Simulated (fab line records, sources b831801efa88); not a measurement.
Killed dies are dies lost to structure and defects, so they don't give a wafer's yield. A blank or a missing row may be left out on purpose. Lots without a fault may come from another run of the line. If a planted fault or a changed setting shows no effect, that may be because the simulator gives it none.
8D (eight disciplines) problem report, filled in by code	flow sky130	the parts of the form that need people (team, actions taken, sign-off) are left out

## 1. THE ISSUE
SKY_PAD_OPEN_PROBE_99, killed-at-front-end: mean 54 on 2 wafers (1 lot); fault-free wafers 14, standard deviation 4.1. That is +9.8 standard deviations from the usual mean.
The first sign was on wafer L160.1 at day 51 06:04, on prober-01. The record holds 3 wafers of 1 lot with a number at this step. Rule for "out" (also "out of limits"): further than 4 standard deviations from the usual mean. The rest of the wafers with a number are treated as sound.

## 2. WHAT IT IS, AND WHAT IT ISN'T
question	is	is not
which readings at this step	killed-at-front-end	killed_at_M0_to_M3, killed_at_M4_up, killed-at-contacts, killed-at-other, killed-open, killed-short
which lots	L160	-
which wafers of those lots	L160.1, L160.4	L160.6
read on which tools	prober-01	-
when	from day 51 06:04	up to then (0 sound wafers); but 1 sound wafer of L160 came after

## 3. SUSPECTS, AND WHAT RULES EACH OUT
Counting: a tool at a process step up to the reading stays a suspect if it ran every lot that is out. Sound lots after the first of them don't rule it out here, since some wafers of a struck lot are sound.
- plasma-asher-04 at SKY_DNWELL_STRIP_08 (strips in O2/N2): kept. It ran the lot that is out, L160 (day 8 11:17).
- rie-diel-04 at SKY_SONOS_ONO_ETCH_15 (etches the open film in CHF3/O2, target depth 19.52 nm, time 7.8 s): kept. It ran the lot that is out, L160 (day 20 19:22).
- rie-metal-03 at SKY_LOCAL_INTERCONNECT_ETCH_13 (etches BARC in N2/H2, stops on SiO2, time 45.9 s, target depth 60 nm): kept. It ran the lot that is out, L160 (day 37 21:59).
- prober-01 at SKY_PAD_OPEN_PROBE_99: kept. It ran the lot that is out, L160 (day 51 06:04). Its own killed-at-front-end readings are out on those wafers.
- At SKY_DNWELL_STRIP_08 on plasma-asher-04, chamber 0 took the sound wafers of the same lots and chamber 1 took the wafers that are out.
- At SKY_LOCAL_INTERCONNECT_ETCH_13 on rie-metal-03, chamber 1 took the sound wafers of the same lots and chamber 0 took the wafers that are out.
Left after counting: plasma-asher-04 at SKY_DNWELL_STRIP_08, rie-diel-04 at SKY_SONOS_ONO_ETCH_15, rie-metal-03 at SKY_LOCAL_INTERCONNECT_ETCH_13, prober-01 at SKY_PAD_OPEN_PROBE_99.

## 4. THE CAUSE (what the simulator had put in)
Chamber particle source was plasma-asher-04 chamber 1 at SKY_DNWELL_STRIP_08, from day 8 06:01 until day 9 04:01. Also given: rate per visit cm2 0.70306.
After counting, 4 suspects remain, this tool included.

## 5. THE EFFECT CHAIN, in route order
Each row: a reading where the mean over the struck wafers with a number is more than 3 standard deviations away from the usual. Readings are gone through only where the record gives a usual standard deviation; hours: the median, over the lots, of the time from a lot's start at the first step in this table giving one to that lot's start at this step; sigmas: the change measured in usual standard deviations.
hours	step	reading	usual	on struck wafers	change	sigmas
0	SKY_PAD_OPEN_PROBE_99	killed-at-front-end	14	54	+40	+9.8
0	SKY_PAD_OPEN_PROBE_99	killed-dies	86	128	+42	+4.6
It contains these process steps:
- SKY_PAD_OPEN_PROBE_99

## 6. WHAT WOULD HAVE CAUGHT IT SOONER
1032 hours passed between the start of the fault at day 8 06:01 and the first reading out of limits in this record, taken at day 51 06:04.
Of the tool readings at SKY_DNWELL_STRIP_08 for which the record gives a usual standard deviation, none was out on any struck wafer, so an alarm limit of 4 standard deviations on them would not have fired.
By day 51 06:04 the whole set of lots that are out, 1 in number, had already begun SKY_DNWELL_STRIP_08 on plasma-asher-04. Holding the tool at that point would not have protected any of them.
